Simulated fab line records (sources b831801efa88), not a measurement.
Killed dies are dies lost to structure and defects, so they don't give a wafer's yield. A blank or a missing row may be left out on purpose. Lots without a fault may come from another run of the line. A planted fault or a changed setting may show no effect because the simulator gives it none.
Comparing a struck lot with a sound one + flow gf180mcu + 17 steps out of a route of 602
Sound: wafers L950.3, L950.4, L950.5. Struck: wafers L965.2, L965.6 (left out: L965.1, a lot-mate that was not struck); the cause follows at the end.
Each step with rows lists, per side, the tool, then ch with its chambers, then its first start. Under that, the readings that differ: sound wafers + struck wafers + difference of the means + sigmas: that difference in standard deviations of wafers without a fault.
alike: readings whose means differ by less than 2 such deviations, and words and numbers that are the same on both sides. not compared: withheld readings, readings that some wafer has no value for, bounds like >300 that may hide the same value, and numbers for which the record gives no deviation and whose values overlap.
Wherever a step has rows on one side only, a row that says differs or no value, or a row with sigmas, the two part there. Non-overlapping numbers with no deviation appear without sigmas and do not part them. A reading that every wafer of one side lacks parts them only if that side has two wafers or more.

first, 3 steps without rows for these wafers: GF_V3_EXPOSE_11 (exposes mask Via3, target cd 260 nm); GF_V3_PEB_12 (peb time 90 s); GF_V3_DEVELOP_13 (develop time 60 s).
GF_V3_CD_MEAS_14: target cd 260 nm.
  sound: cd_sem-01 at day 25 02:20; struck: cd_sem-02 at day 29 18:21
  alike: cd_nm
GF_V3_OVL_MEAS_15:
  sound: overlay-02 at day 25 02:25; struck: overlay-01 at day 29 18:28
  alike: V3_OVL
GF_V3_ETCH_16: etches BARC in N2/H2.
  sound on rie_diel-02 ch 0,2,3, day 25 02:27; struck on rie_diel-02 ch 0, day 29 18:31
  alike: drypump_motor_current_A, oes_product_au, throttle_valve_pct
GF_V3_ETCH_17: etches SiO2 in C4F8/O2/Ar, stops on TiN, target depth 635 nm.
  sound on rie_diel-02 ch 0,2,3; struck on rie_diel-02 ch 0
  alike: oes_product_au
GF_V3_STRIP_18: strips in O2/N2.
  sound on plasma_asher-01 ch 0,1, day 25 02:37; struck on plasma_asher-04 ch 0,1, day 29 18:38
  alike: drypump_motor_current_A, heater_power_w, oes_product_au
  not compared: rf_hours_counter_h
then, 2 steps without rows for these wafers: GF_V3_STRIP_19 (strips in post etch residue remover, time 1200 s); GF_V3_CLEAN_20 (cleans in DIW).
GF_V3_SPUTTER_21: material Ti, target thk 15 nm, time 80.02 s.
  sound: pvd_sputter-02 at day 25 03:07; struck: pvd_sputter-01 at day 29 19:10
  alike: throttle_valve_pct
then, 1 step without rows for these wafers: GF_V3_SPUTTER_22 (material TiN, target thk 10 nm, time 40 s).
GF_V3_CVD_23: deposits W, target thk 350 nm, time 104.9 s.
  sound on cvd_w-01 ch 0,1, day 25 03:15; struck on cvd_w-02 ch 1, day 29 19:16
| reading            | sound       | struck  | difference | sigmas |
|--------------------|-------------|---------|------------|--------|
| heater_power_w (W) | 704 856 711 | 919 923 | +164       | +2     |
GF_V3_RS_MEAS_24: the measuring method here is four-point-probe.
  sound: film_metro-04 at day 25 03:22; struck: film_metro-04 at day 29 19:23
| reading          | sound             | struck      | difference | sigmas |
|------------------|-------------------|-------------|------------|--------|
| V3_W_RS (ohm/sq) | 0.326 0.325 0.327 | 0.369 0.370 | +0.043     | +11    |
GF_V3_THK_MEAS_25: measures by xrf.
  sound: film_metro-04 at day 25 03:28; struck: film_metro-04 at day 29 19:30
| reading       | sound       | struck  | difference | sigmas |
|---------------|-------------|---------|------------|--------|
| V3_W_THK (nm) | 349 353 349 | 313 311 | -38        | -8     |
GF_V3_CMP_26: polishes, stops on SiO2, t overpolish 15 s, target thk 0 nm.
  sound on cmp-02 ch 0,1,3, day 25 03:36; struck on cmp-02 ch 0,1, day 29 19:34
  alike: motor_current_A, overpolish_run_s, time_to_endpoint_s
next, for these wafers, 1 step has no rows: GF_PASSIVATION_PROBE_99.

== WHERE THEY PART ==
First at GF_V3_CVD_23; last, within this record, at GF_V3_THK_MEAS_25. Later steps at which nothing parts them and some readings are alike: GF_V3_CMP_26.

WHY: what the simulator had put in
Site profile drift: cvd_w-02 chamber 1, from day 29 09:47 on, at GF_V3_CVD_23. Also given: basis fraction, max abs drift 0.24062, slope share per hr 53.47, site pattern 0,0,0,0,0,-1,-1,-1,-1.
